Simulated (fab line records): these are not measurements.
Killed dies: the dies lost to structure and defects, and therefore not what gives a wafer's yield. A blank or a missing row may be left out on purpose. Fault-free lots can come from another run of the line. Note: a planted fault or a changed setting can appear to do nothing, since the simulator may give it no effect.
fab line records	flow sky130
record lots=11	wafers=32	last_day=49
route steps=708 shown METAL3@534 CAPM@539 VIA3@573 PAD_OPEN@708
lots that met no fault: taken from a fault-free run of the same line
start_h: hours from the record's first day to the start of the lot's first wafer shown	wait_h: hours elapsed since this lot's preceding step	" the same as in the row above	L1.1+2: one row covering several wafers at once	- either no value or no given start	* or withheld: withheld	< > ~ a bound
route shown NAME@n: NAME is a module with steps in the file, n the number in the route of the first one	usual: the fault-free wafers' mean and standard deviation	same: alike in all rows	chamber/n: place in a boat	sites: readings site by site	_std_site: standard deviation of those values	_edge_site: outer sites' mean less inner sites'	radius_mm: for every site, how far away it sits from the centre of the wafer	mask NAME#n: copy n	behind: the last tool/chamber to shape the wafer	hold: cause of the lot's hold/its duration in hours/its outcome	device: the n, p or np transistor that did not switch	end of line: the tests these same wafers got at the end of their route	where a step has no rows: the recipe by itself	killed: the dies lost at the first sort to structure and to defects; this is not the yield of the wafer	map: a wafer's dies, marking killed ones x, the rest . and places with no die _
set.NAME: the setting as run; set.NAME@STEP: as run at that earlier step	model.NAME: the simulator's own value behind a step, which no gauge read
one table for each step of the route and one row for each wafer, over a sample of lots
services: a tool's chamber out of use, with start hour (start_h, from the record's first day; less than 0 if before it), hours out, and reason
## steps
# step SKY_METAL3_SPUTTER_02
# recipe material=AlCu	target_thk_nm=735	power_w=10920	time_s=39.1	chamber_pressure_pa=0.4
# usual throttle_valve_pct=29.7/0.98
lot.wafer	tool	chamber	start_h	wait_h	throttle_valve_pct
L253.4	pvd_sputter-03	-	856.10	0.0	28.3
L253.5	"	-	"	"	28.7
L253.6	"	-	"	"	30.8
L254.1	pvd_sputter-02	-	869.13	0.0	30.6
L254.2	"	-	"	"	30.2
L254.6	"	-	"	"	30.0
L255.1	pvd_sputter-01	-	883.34	0.0	30.2
L255.4	"	-	"	"	30.2
L255.6	"	-	"	"	30.6
L257.2	pvd_sputter-03	-	888.27	0.0	29.9
L257.5	"	-	"	"	30.2
L257.6	"	-	"	"	30.8
L260.3	pvd_sputter-03	-	925.90	0.0	28.3
L260.5	"	-	"	"	28.6
L260.6	"	-	"	"	28.6
L262.2	pvd_sputter-02	-	931.27	0.0	28.0
L262.3	"	-	"	"	30.7
L262.4	"	-	"	"	29.6
L263.2	pvd_sputter-03	-	940.45	0.0	28.5
L263.3	"	-	"	"	30.2
L263.5	"	-	"	"	28.7
L266.1	pvd_sputter-01	-	944.32	0.0	31.1
L266.4	"	-	"	"	30.8
L266.6	"	-	"	"	30.0
L264.2	pvd_sputter-02	-	946.23	0.0	29.2
L264.4	"	-	"	"	30.4
L267.1	pvd_sputter-03	-	954.41	0.0	30.9
L267.4	"	-	"	"	28.5
L267.5	"	-	"	"	28.4
L273.1	pvd_sputter-02	-	989.65	0.0	28.0
L273.3	"	-	"	"	29.7
L273.5	"	-	"	"	30.1
# step SKY_CAPM_SPUTTER_02
# recipe material=TiN	target_thk_nm=200	temp_c=300	power_w=6500	time_s=166.7	chamber_pressure_pa=0.4
# usual throttle_valve_pct=30.5/0.79
lot.wafer	tool	chamber	start_h	wait_h	throttle_valve_pct
L253.4	pvd_sputter-01	-	856.27	0.0	30.6
L253.5	"	-	"	"	30.2
L253.6	"	-	"	"	30.9
L254.1	pvd_sputter-04	-	869.32	0.1	31.4
L254.2	"	-	"	"	29.8
L254.6	"	-	"	"	30.9
L255.1	pvd_sputter-04	-	883.53	0.1	31.4
L255.4	"	-	"	"	30.9
L255.6	"	-	"	"	31.0
L257.2	pvd_sputter-04	-	888.46	0.0	30.9
L257.5	"	-	"	"	29.6
L257.6	"	-	"	"	30.7
L260.3	pvd_sputter-01	-	926.09	0.0	30.4
L260.5	"	-	"	"	30.9
L260.6	"	-	"	"	30.0
L262.2	pvd_sputter-01	-	931.46	0.0	30.9
L262.3	"	-	"	"	30.0
L262.4	"	-	"	"	29.9
L263.2	pvd_sputter-04	-	940.64	0.0	31.4
L263.3	"	-	"	"	31.5
L263.5	"	-	"	"	31.3
L266.1	pvd_sputter-04	-	944.51	0.1	30.0
L266.4	"	-	"	"	31.6
L266.6	"	-	"	"	29.7
L264.2	pvd_sputter-01	-	946.42	0.0	30.1
L264.4	"	-	"	"	30.9
L267.1	pvd_sputter-01	-	954.60	0.1	30.7
L267.4	"	-	"	"	30.4
L267.5	"	-	"	"	30.8
L273.1	pvd_sputter-01	-	989.83	0.1	30.9
L273.3	"	-	"	"	30.1
L273.5	"	-	"	"	30.0
# step SKY_CAPM_STRIP_14
# recipe chemistry=O2/N2	power_w=1400	pressure_mtorr=1500	platen_temp_c=withheld	o2_flow_sccm=3000	n2_flow_sccm=300	overash_fraction=0.5
# usual drypump_motor_current_A=6.0/0.36	n2_flow_sccm=299.9/0.89	oes_product_au=0.710/0.0045	strip_time_to_endpoint_s=12.65/0.036
lot.wafer	tool	chamber	start_h	wait_h	drypump_motor_current_A	n2_flow_sccm	oes_product_au	rf_hours_counter_h	strip_time_to_endpoint_s
L253.4	plasma_asher-03	1	882.41	0.1	6.1	299.7	0.714	-	12.65
L253.5	"	1	"	"	6.1	299.6	0.711	-	12.67
L253.6	"	0	"	"	6.5	299.2	0.716	-	12.70
L254.1	plasma_asher-03	0	895.12	0.1	6.5	298.6	0.698	108	12.66
L254.2	"	1	"	"	6.1	300.5	0.705	108	12.62
L254.6	"	1	"	"	6.1	299.8	0.702	-	12.60
L255.1	plasma_asher-03	1	909.14	0.1	6.1	299.9	0.709	109	12.59
L255.4	"	0	"	"	6.5	299.9	0.711	-	12.61
L255.6	"	1	"	"	6.1	299.0	0.711	-	12.65
L257.2	plasma_asher-03	0	913.37	0.1	6.5	302.1	0.699	110	12.65
L257.5	"	1	"	"	6.1	299.6	0.713	-	12.63
L257.6	"	0	"	"	6.5	302.3	0.707	-	12.68
L260.3	plasma_asher-01	0	949.86	0.1	5.5	299.3	0.705	-	12.62
L260.5	"	1	"	"	6.2	299.5	0.708	-	12.68
L260.6	"	0	"	"	5.5	299.7	0.713	-	12.62
L262.2	plasma_asher-03	0	955.44	0.1	6.5	300.1	0.715	114	12.67
L262.3	"	1	"	"	6.1	299.2	0.707	-	12.67
L262.4	"	0	"	"	6.5	300.0	0.706	-	12.71
L263.2	plasma_asher-02	1	964.77	0.1	5.6	299.7	0.711	53	12.69
L263.3	"	0	"	"	5.6	300.0	0.715	-	12.64
L263.5	"	0	"	"	5.6	301.5	0.702	-	12.64
L266.1	plasma_asher-02	0	969.04	0.1	5.6	301.0	0.712	54	12.64
L266.4	"	0	"	"	5.5	301.0	0.715	-	12.59
L266.6	"	1	"	"	5.6	301.4	0.714	-	12.57
L264.2	plasma_asher-01	0	970.72	0.1	5.5	300.0	0.710	83	12.64
L264.4	"	1	"	"	6.2	299.9	0.714	-	12.68
L267.1	plasma_asher-01	1	978.29	0.1	6.2	299.1	0.715	84	12.67
L267.4	"	1	"	"	6.2	299.3	0.714	-	12.62
L267.5	"	1	"	"	6.2	299.4	0.712	-	12.64
L273.1	plasma_asher-03	0	1012.99	0.1	6.4	300.9	0.708	120	12.61
L273.3	"	0	"	"	6.5	300.1	0.720	-	12.65
L273.5	"	0	"	"	6.5	299.7	0.717	-	12.68
# step SKY_VIA3_HDPCVD_00
# recipe material=SiO2	target_thk_nm=1635	sigma_open_frac=0.3	time_s=272.5	temp_c=400	sih4_flow_sccm=60	pressure_mtorr=6
# usual sih4_flow_sccm=59.99/0.18
lot.wafer	tool	chamber	start_h	wait_h	sih4_flow_sccm
L253.4	hdpcvd-01	0	909.67	0.1	60.09
L253.5	"	1	"	"	60.05
L253.6	"	2	"	"	59.87
L254.1	hdpcvd-02	1	921.39	0.0	59.82
L254.2	"	2	"	"	59.94
L254.6	"	1	"	"	59.89
L255.1	hdpcvd-02	2	935.91	0.0	59.89
L255.4	"	1	"	"	60.19
L255.6	"	2	"	"	60.04
L257.2	hdpcvd-02	2	939.54	0.0	59.94
L257.5	"	2	"	"	60.09
L257.6	"	1	"	"	59.85
L260.3	hdpcvd-02	2	974.81	0.0	60.00
L260.5	"	0	"	"	59.84
L260.6	"	2	"	"	60.19
L262.2	hdpcvd-01	2	981.71	0.0	60.34
L262.3	"	0	"	"	59.64
L262.4	"	0	"	"	59.85
L263.2	hdpcvd-02	1	989.83	0.0	60.25
L263.3	"	2	"	"	59.82
L263.5	"	1	"	"	60.14
L266.1	hdpcvd-01	0	994.36	0.0	59.85
L266.4	"	1	"	"	60.02
L266.6	"	0	"	"	59.87
L264.2	hdpcvd-02	2	995.63	0.0	60.08
L264.4	"	0	"	"	59.79
L267.1	hdpcvd-02	2	1003.08	0.0	59.92
L267.4	"	0	"	"	60.12
L267.5	"	1	"	"	59.68
L273.1	hdpcvd-01	1	1037.08	0.0	60.11
L273.3	"	0	"	"	59.63
L273.5	"	0	"	"	59.55
# step SKY_VIA3_THK_MEAS_01
# recipe reads=SiO2_of_VIA3_HDPCVD_00
# usual VIA3_HDPCVD_THK=1631/17
lot.wafer	tool	chamber	start_h	wait_h	VIA3_HDPCVD_THK[nm]
L253.4	film_metro-04	-	909.78	0.0	1623
L253.5	"	-	"	"	1666
L253.6	"	-	"	"	1668
L254.1	film_metro-01	-	921.64	0.2	1653
L254.2	"	-	"	"	1640
L254.6	"	-	"	"	1658
L255.1	film_metro-01	-	936.17	0.2	1627
L255.4	"	-	"	"	1634
L255.6	"	-	"	"	1647
L257.2	film_metro-04	-	939.80	0.2	1635
L257.5	"	-	"	"	1618
L257.6	"	-	"	"	1632
L260.3	film_metro-01	-	975.00	0.1	1647
L260.5	"	-	"	"	1614
L260.6	"	-	"	"	1648
L262.2	film_metro-03	-	981.89	0.1	1636
L262.3	"	-	"	"	1636
L262.4	"	-	"	"	1627
L263.2	film_metro-04	-	990.01	0.1	1626
L263.3	"	-	"	"	1618
L263.5	"	-	"	"	1604
L266.1	film_metro-03	-	994.52	0.1	1619
L266.4	"	-	"	"	1632
L266.6	"	-	"	"	1634
L264.2	film_metro-03	-	995.81	0.1	1668
L264.4	"	-	"	"	2441
L267.1	film_metro-03	-	1003.25	0.1	1656
L267.4	"	-	"	"	2468
L267.5	"	-	"	"	1631
L273.1	film_metro-01	-	1037.25	0.1	1635
L273.3	"	-	"	"	1627
L273.5	"	-	"	"	1623
# step SKY_PAD_OPEN_PROBE_99
# usual defect_limited_yield=82.2/1.9	killed_at_M0_to_M3=44/6.8	killed_at_M4_up=3.1/1.8	killed_at_contacts=25/5.2	killed_at_front_end=15/4.1	killed_at_other=0.3/0.62	killed_dies=88/9.4	killed_open=48/7.1	killed_short=40/6.1	sort_bin_3_pad_short=0.9/0.38	sort_bin_5_function=10.5/1.5	sort_bin_6_memory=6.5/1.2	sort_bin_8_speed=0.5/0.95	sort_n_pass=402/10	sort_yield_pct=81.6/2
# same gross_dies=492	killed_at_back_side=0	sort_bin_4_leakage[%]=0
lot.wafer	tool	chamber	start_h	wait_h	defect_limited_yield[%]	killed_at_M0_to_M3	killed_at_M4_up	killed_at_contacts	killed_at_front_end	killed_at_other	killed_dies	killed_open	killed_short	sort_bin_3_pad_short[%]	sort_bin_5_function[%]	sort_bin_6_memory[%]	sort_bin_8_speed[%]	sort_n_pass	sort_yield_pct[%]
L255.1	prober-02	-	1103.18	0.1	81.1	49	0	24	20	0	93	49	44	1.4	8.5	8.9	1.0	394	80.1
L255.4	prober-02	-	1103.33	0.2	79.9	49	2	31	16	1	99	61	38	0.2	12.2	7.7	0.8	389	79.1
L255.6	prober-02	-	1103.43	0.2	82.3	44	2	25	15	1	87	56	30	1.0	12.0	4.7	0.2	404	82.1
L266.1	prober-02	-	1152.55	0.1	81.7	48	2	26	14	0	90	54	36	0.4	12.4	5.5	3.9	383	77.8
L266.4	prober-02	-	1152.70	0.2	80.5	52	3	29	12	0	96	49	47	0.8	11.0	7.7	1.2	390	79.3
L266.6	prober-02	-	1152.80	0.2	85.8	35	2	23	10	0	70	42	27	0	9.8	4.5	4.7	399	81.1
L267.1	prober-02	-	1157.98	0.1	82.1	44	2	30	11	1	88	50	37	0.8	9.6	7.5	0.4	402	81.7
L267.4	prober-02	-	1158.13	0.2	85.6	40	2	19	10	0	71	39	32	1.2	8.5	4.7	0.6	418	85.0
L267.5	prober-02	-	1158.18	0.2	82.9	40	4	23	16	1	84	44	39	0.6	10.4	6.1	0.6	405	82.3
# killed by level:class
L255.1 POLY_GATE:geometric_particle:open=9 VIA1:geometric_particle:open=9 CONTACT:geometric_particle:open=9 METAL2:geometric_particle:short=9 LI_CONTACT:geometric_particle:open=6 METAL1:geometric_particle:short=6 CONTACT:geometric_particle:short=5 VIA1:geometric_particle:short=5
L255.4 VIA1:geometric_particle:open=14 CONTACT:geometric_particle:open=13 CONTACT:geometric_particle:short=7 VIA1:geometric_particle:short=7 LI_CONTACT:geometric_particle:open=6 METAL1:geometric_particle:short=6 VIA3:geometric_particle:open=6 VIA2:geometric_particle:open=6
L255.6 VIA1:geometric_particle:open=13 CONTACT:geometric_particle:open=9 LI_CONTACT:geometric_particle:open=8 METAL1:geometric_particle:short=6 VIA1:geometric_particle:short=6 VIA2:geometric_particle:open=6 FIELD_ISO:geometric_particle:open=5 POLY_GATE:geometric_particle:short=5
L266.1 VIA1:geometric_particle:open=15 CONTACT:geometric_particle:open=10 LI_CONTACT:geometric_particle:open=8 METAL1:geometric_particle:short=7 VIA3:geometric_particle:open=7 CONTACT:geometric_particle:short=5 FIELD_ISO:geometric_particle:short=4 METAL2:geometric_particle:short=4
L266.4 CONTACT:geometric_particle:short=11 CONTACT:geometric_particle:open=10 VIA1:geometric_particle:open=10 VIA2:geometric_particle:open=10 METAL2:geometric_particle:short=6 FIELD_ISO:geometric_particle:short=5 LI_CONTACT:geometric_particle:open=5 VIA2:geometric_particle:short=5
L266.6 VIA1:geometric_particle:open=10 FIELD_ISO:geometric_particle:open=7 VIA2:geometric_particle:open=6 LI_CONTACT:geometric_particle:open=5 CONTACT:geometric_particle:open=5 LOCAL_INTERCONNECT:geometric_particle:short=4 CONTACT:geometric_particle:short=4 VIA3:geometric_particle:short=4
L267.1 LI_CONTACT:geometric_particle:open=12 VIA1:geometric_particle:open=9 CONTACT:geometric_particle:open=8 METAL1:geometric_particle:short=8 CONTACT:geometric_particle:short=6 VIA3:geometric_particle:open=6 VIA2:geometric_particle:short=5 VIA2:geometric_particle:open=5
L267.4 VIA3:geometric_particle:open=8 VIA1:geometric_particle:open=7 LOCAL_INTERCONNECT:geometric_particle:short=6 CONTACT:geometric_particle:open=6 METAL1:geometric_particle:short=6 VIA2:geometric_particle:open=6 FIELD_ISO:geometric_particle:open=4 LI_CONTACT:geometric_particle:open=4
L267.5 CONTACT:geometric_particle:open=10 VIA1:geometric_particle:open=9 METAL2:geometric_particle:short=8 POLY_GATE:geometric_particle:short=7 LI_CONTACT:geometric_particle:open=7 VIA3:geometric_particle:open=6 POLY_GATE:geometric_particle:open=4 LOCAL_INTERCONNECT:geometric_particle:short=4
## services
tool	chamber	start_h	hours	kind
pvd_sputter-01	3	832.59	-	consumable_replace:kit
pvd_sputter-01	3	832.59	18.0	scheduled_down
pvd_sputter-01	3	832.59	18.0	vent_cycle
plasma_asher-01	-	843.51	2.8	pm
hdpcvd-01	0	843.75	11.9	repair
plasma_asher-01	-	846.91	6.3	repair
pvd_sputter-03	0	853.61	-	consumable_replace:kit
hdpcvd-01	1	889.64	5.2	repair
pvd_sputter-04	-	905.24	3.5	repair
hdpcvd-02	0	905.99	17.3	repair
plasma_asher-02	-	912.02	7.4	repair
hdpcvd-02	0	929.96	15.0	repair
hdpcvd-01	-	950.25	15.0	pm
hdpcvd-01	-	967.94	3.9	repair
pvd_sputter-04	-	982.74	9.6	repair
plasma_asher-02	-	986.55	1.3	repair
plasma_asher-02	-	994.49	3.7	repair
plasma_asher-02	-	994.86	1.7	repair
pvd_sputter-02	-	1011.14	1.2	repair
plasma_asher-01	-	1014.15	10.4	repair
pvd_sputter-01	2	1015.78	-	consumable_replace:kit
pvd_sputter-01	2	1015.78	18.0	scheduled_down
pvd_sputter-01	2	1015.78	18.0	vent_cycle
hdpcvd-02	1	1034.31	2.1	repair
## key
first_sign step=SKY_VIA3_THK_MEAS_01	reading=VIA3_HDPCVD_THK	direction=up	sigmas=49	usual=1631	struck=2454
effect none on later readings
met_at SKY_VIA3_HDPCVD_00
struck_lots L264,L267
struck_wafers L264.4,L267.4
not_acting_at SKY_METAL3_SPUTTER_02,SKY_CAPM_SPUTTER_02,SKY_CAPM_STRIP_14
onset_between 974.81 995.63
fault kind=process_parameter_drift	tool=hdpcvd-02	chamber=0	onset_h=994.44	steps=SKY_VIA3_HDPCVD_00	channel=target_thk_nm	offset=835.34	shape=step	end_h=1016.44	acts_in=these_recipes_only	stated=1635
